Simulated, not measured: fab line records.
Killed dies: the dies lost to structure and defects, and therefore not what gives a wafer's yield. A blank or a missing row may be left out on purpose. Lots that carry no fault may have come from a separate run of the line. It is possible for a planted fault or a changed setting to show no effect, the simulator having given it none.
Which tool is to blame? :: flow sky130 :: 14 lots, 42 wafers sampled, at 5 steps of a route of 708

## WHAT THE GAUGES READ, wafer by wafer
SKY_FIELD_ISO_BOW_MEAS_00. Usual: INCOMING_BOW typically reads 0 um, with standard deviation 6.7.
lot: L336
measured: day 1 10:02
on: film-metro-01
INCOMING_BOW (um): -4 9 4
flag: 

lot: L337
measured: day 1 15:01
on: film-metro-03
INCOMING_BOW (um): -1 5 4
flag: 

lot: L339
measured: day 2 01:01
on: film-metro-01
INCOMING_BOW (um): -3 -2 2
flag: 

lot: L341
measured: day 2 11:00
on: film-metro-04
INCOMING_BOW (um): 14 -16 8
flag: 

lot: L342
measured: day 2 16:00
on: film-metro-04
INCOMING_BOW (um): -10 10 10
flag: 

lot: L343
measured: day 2 21:00
on: film-metro-04
INCOMING_BOW (um): 0 -6 -3
flag: 

lot: L345
measured: day 3 07:02
on: film-metro-01
INCOMING_BOW (um): 1 1 11
flag: 

lot: L348
measured: day 3 22:04
on: film-metro-04
INCOMING_BOW (um): 12 -6 -9
flag: 

lot: L349
measured: day 4 03:00
on: film-metro-03
INCOMING_BOW (um): -1 4 3
flag: 

lot: L354
measured: day 5 04:00
on: film-metro-03
INCOMING_BOW (um): 6 13 -6
flag: 

lot: L355
measured: day 5 09:00
on: film-metro-03
INCOMING_BOW (um): -4 -2 -13
flag: 

lot: L356
measured: day 5 14:00
on: film-metro-03
INCOMING_BOW (um): -10 -1 8
flag: 

lot: L358
measured: day 6 00:02
on: film-metro-04
INCOMING_BOW (um): -1 -2 1
flag: 

lot: L359
measured: day 6 05:01
on: film-metro-03
INCOMING_BOW (um): -4 9 3
flag: 

SKY_FIELD_ISO_CD_MEAS_13: target cd 150 nm. Usual: cd-nm 149.9 nm, standard deviation 1.7.
lot: L336
measured: day 2 03:40
on: cd-sem-02
cd-nm (nm): 147.8 148.2 146.7
flag: 

lot: L337
measured: day 2 10:06
on: cd-sem-01
cd-nm (nm): 148.7 148.1 149.8
flag: 

lot: L339
measured: day 2 19:50
on: cd-sem-02
cd-nm (nm): 148.9 147.4 148.2
flag: 

lot: L341
measured: day 3 06:28
on: cd-sem-01
cd-nm (nm): 149.8 149.3 150.3
flag: 

lot: L342
measured: day 3 12:43
on: cd-sem-01
cd-nm (nm): 148.9 148.8 149.6
flag: 

lot: L343
measured: day 3 16:34
on: cd-sem-01
cd-nm (nm): 148.6 146.8 149.2
flag: 

lot: L345
measured: day 4 03:04
on: cd-sem-02
cd-nm (nm): 151.0 149.4 149.8
flag: 

lot: L348
measured: day 4 18:32
on: cd-sem-02
cd-nm (nm): 149.7 149.9 151.1
flag: 

lot: L349
measured: day 5 00:34
on: cd-sem-02
cd-nm (nm): 148.5 150.3 150.0
flag: 

lot: L354
measured: day 6 04:19
on: cd-sem-02
cd-nm (nm): 148.9 148.7 148.9
flag: 

lot: L355
measured: day 6 07:19
on: cd-sem-02
cd-nm (nm): 148.5 150.6 150.0
flag: 

lot: L356
measured: day 6 13:34
on: cd-sem-01
cd-nm (nm): 152.0 152.2 154.0
flag: 

lot: L358
measured: day 7 00:49
on: cd-sem-01
cd-nm (nm): 150.3 150.0 149.8
flag: 

lot: L359
measured: day 7 04:53
on: cd-sem-02
cd-nm (nm): 148.4 148.6 147.8
flag: 

SKY_DNWELL_TW_MEAS_09. Usual: DNWELL_TW typically reads 1114, with standard deviation 6.2.
lot: L336
measured: day 3 05:29
on: film-metro-01
DNWELL_TW: 1112 1109 1108
flag: 

lot: L337
measured: day 3 08:56
on: film-metro-01
DNWELL_TW: 1108 1109 1113
flag: 

lot: L339
measured: day 3 17:40
on: film-metro-03
DNWELL_TW: 1117 1118 1115
flag: 

lot: L341
measured: day 4 10:13
on: film-metro-02
DNWELL_TW: 1114 1103 1106
flag: 

lot: L342
measured: day 4 14:58
on: film-metro-03
DNWELL_TW: 1118 1117 1118
flag: 

lot: L343
measured: day 4 19:16
on: film-metro-03
DNWELL_TW: 1123 1116 1121
flag: 

lot: L345
measured: day 5 04:20
on: film-metro-01
DNWELL_TW: 1111 1109 1108
flag: 

lot: L348
measured: day 5 20:00
on: film-metro-03
DNWELL_TW: 30 30 30 30 30 30
flag: OFF

lot: L349
measured: day 6 02:01
on: film-metro-03
DNWELL_TW: 30 30 30 30 30 30
flag: OFF

lot: L354
measured: day 7 06:40
on: film-metro-01
DNWELL_TW: 1110 1109 1109
flag: 

lot: L355
measured: day 7 09:40
on: film-metro-03
DNWELL_TW: 1118 1115 1110
flag: 

lot: L356
measured: day 7 15:25
on: film-metro-02
DNWELL_TW: 1118 1120 1113
flag: 

lot: L358
measured: day 8 09:11
on: film-metro-01
DNWELL_TW: 1119 1118 1113
flag: 

lot: L359
measured: day 8 08:47
on: film-metro-01
DNWELL_TW: 1113 1118 1111
flag: 

SKY_VT_ADJUST_HVTP_OVL_MEAS_08. Usual: VT_ADJUST_HVTP_OVL typically reads 1.3 nm, with standard deviation 1.3.
lot: L336
measured: day 6 03:58
on: overlay-01
VT_ADJUST_HVTP_OVL (nm): 1.8 2.7 3.3
flag: 

lot: L337
measured: day 6 07:15
on: overlay-01
VT_ADJUST_HVTP_OVL (nm): 2.0 2.6 4.3
flag: 

lot: L339
measured: day 6 18:11
on: overlay-01
VT_ADJUST_HVTP_OVL (nm): 0.2 0.2 -0.2
flag: 

lot: L341
measured: day 7 11:36
on: overlay-01
VT_ADJUST_HVTP_OVL (nm): 1.0 1.4 0.7
flag: 

lot: L342
measured: day 7 18:53
on: overlay-02
VT_ADJUST_HVTP_OVL (nm): 0.0 0.6 1.8
flag: 

lot: L343
measured: day 7 22:54
on: overlay-02
VT_ADJUST_HVTP_OVL (nm): 2.3 1.1 0.2
flag: 

lot: L345
measured: day 8 10:21
on: overlay-02
VT_ADJUST_HVTP_OVL (nm): 2.7 3.4 1.4
flag: 

lot: L354
measured: day 10 19:15
on: overlay-01
VT_ADJUST_HVTP_OVL (nm): 1.4 0.4 2.0
flag: 

lot: L355
measured: day 10 23:30
on: overlay-01
VT_ADJUST_HVTP_OVL (nm): 0.3 -0.3 -1.7
flag: 

lot: L356
measured: day 11 05:47
on: overlay-02
VT_ADJUST_HVTP_OVL (nm): 1.2 1.4 1.6
flag: 

lot: L358
measured: day 12 03:31
on: overlay-02
VT_ADJUST_HVTP_OVL (nm): 1.1 2.0 1.8
flag: 

lot: L359
measured: day 12 02:41
on: overlay-02
VT_ADJUST_HVTP_OVL (nm): 3.6 2.6 2.8
flag: 

## TOOL THAT RAN EACH LOT (tool first, then ch and the chambers of the sampled wafers, then the start)
lot: L336
SKY_DNWELL_DEVELOP_06: litho-track-03 ch 0, day 3 05:00

lot: L337
SKY_DNWELL_DEVELOP_06: litho-track-02 ch 0, day 3 08:00

lot: L339
SKY_DNWELL_DEVELOP_06: litho-track-04 ch 0, day 3 17:00

lot: L341
SKY_DNWELL_DEVELOP_06: litho-track-03 ch 0, day 4 09:00

lot: L342
SKY_DNWELL_DEVELOP_06: litho-track-04 ch 0, day 4 14:00

lot: L343
SKY_DNWELL_DEVELOP_06: litho-track-04 ch 0, day 4 18:00

lot: L345
SKY_DNWELL_DEVELOP_06: litho-track-03 ch 0, day 5 03:00

lot: L348
SKY_DNWELL_DEVELOP_06: litho-track-03, day 5 19:00

lot: L349
SKY_DNWELL_DEVELOP_06: litho-track-04, day 6 01:00

lot: L354
SKY_DNWELL_DEVELOP_06: litho-track-02 ch 0, day 7 06:00

lot: L355
SKY_DNWELL_DEVELOP_06: litho-track-04 ch 0, day 7 09:00

lot: L356
SKY_DNWELL_DEVELOP_06: litho-track-02 ch 0, day 7 15:00

lot: L358
SKY_DNWELL_DEVELOP_06: litho-track-02 ch 0, day 8 08:00

lot: L359
SKY_DNWELL_DEVELOP_06: litho-track-03 ch 0, day 8 08:00
- SKY_DNWELL_DEVELOP_06: develop time 60 s.

## AS READ BY THE TOOLS THEMSELVES (means over the sampled wafers that have a number; for cases with no such wafer, the mark the record gives instead)
SKY_DNWELL_DEVELOP_06. Usual: chill-plate-temp-C 22.99 C, standard deviation 0.093.
lot: L336
tool: litho-track-03
chill-plate-temp-C (C): 23.13
flag: 

lot: L337
tool: litho-track-02
chill-plate-temp-C (C): 23.06
flag: 

lot: L339
tool: litho-track-04
chill-plate-temp-C (C): 22.84
flag: 

lot: L341
tool: litho-track-03
chill-plate-temp-C (C): 22.93
flag: 

lot: L342
tool: litho-track-04
chill-plate-temp-C (C): 22.92
flag: 

lot: L343
tool: litho-track-04
chill-plate-temp-C (C): 22.99
flag: 

lot: L345
tool: litho-track-03
chill-plate-temp-C (C): 22.98
flag: 

lot: L348
tool: litho-track-03
chill-plate-temp-C (C): -
flag: OFF

lot: L349
tool: litho-track-04
chill-plate-temp-C (C): -
flag: OFF

lot: L354
tool: litho-track-02
chill-plate-temp-C (C): 23.03
flag: 

lot: L355
tool: litho-track-04
chill-plate-temp-C (C): 23.07
flag: 

lot: L356
tool: litho-track-02
chill-plate-temp-C (C): 23.06
flag: 

lot: L358
tool: litho-track-02
chill-plate-temp-C (C): 23.05
flag: 

lot: L359
tool: litho-track-03
chill-plate-temp-C (C): 22.99
flag: 

## THE ANSWER, worked out from the rows above alone
Rule: a lot is off if the mean of its wafers that have a number lies more than 3 standard deviations from the usual mean. A lot without any number at a reading at which 4 lots or more have one is off too. Any other lot the step has rows for is counted as sound. Order of review: gauges by route order, followed by the tools' own readings, for which a lot's mean as printed above is used. At the first step where some lot is off, the reading lying furthest off is the one used; lots without a number count as furthest.
Off: L348, L349, seen at SKY_DNWELL_TW_MEAS_09 (DNWELL_TW).
A tool fits if, at a process step before that reading, it ran every lot that is off, and no sound lot after the first of them. The gauges at SKY_DNWELL_TW_MEAS_09 aren't tried: what is off there is off at SKY_DNWELL_DEVELOP_06 too, on other tools, and a gauge's error can't cause that. No candidate that was tried fits.

## WHAT THE SIMULATOR PUT IN
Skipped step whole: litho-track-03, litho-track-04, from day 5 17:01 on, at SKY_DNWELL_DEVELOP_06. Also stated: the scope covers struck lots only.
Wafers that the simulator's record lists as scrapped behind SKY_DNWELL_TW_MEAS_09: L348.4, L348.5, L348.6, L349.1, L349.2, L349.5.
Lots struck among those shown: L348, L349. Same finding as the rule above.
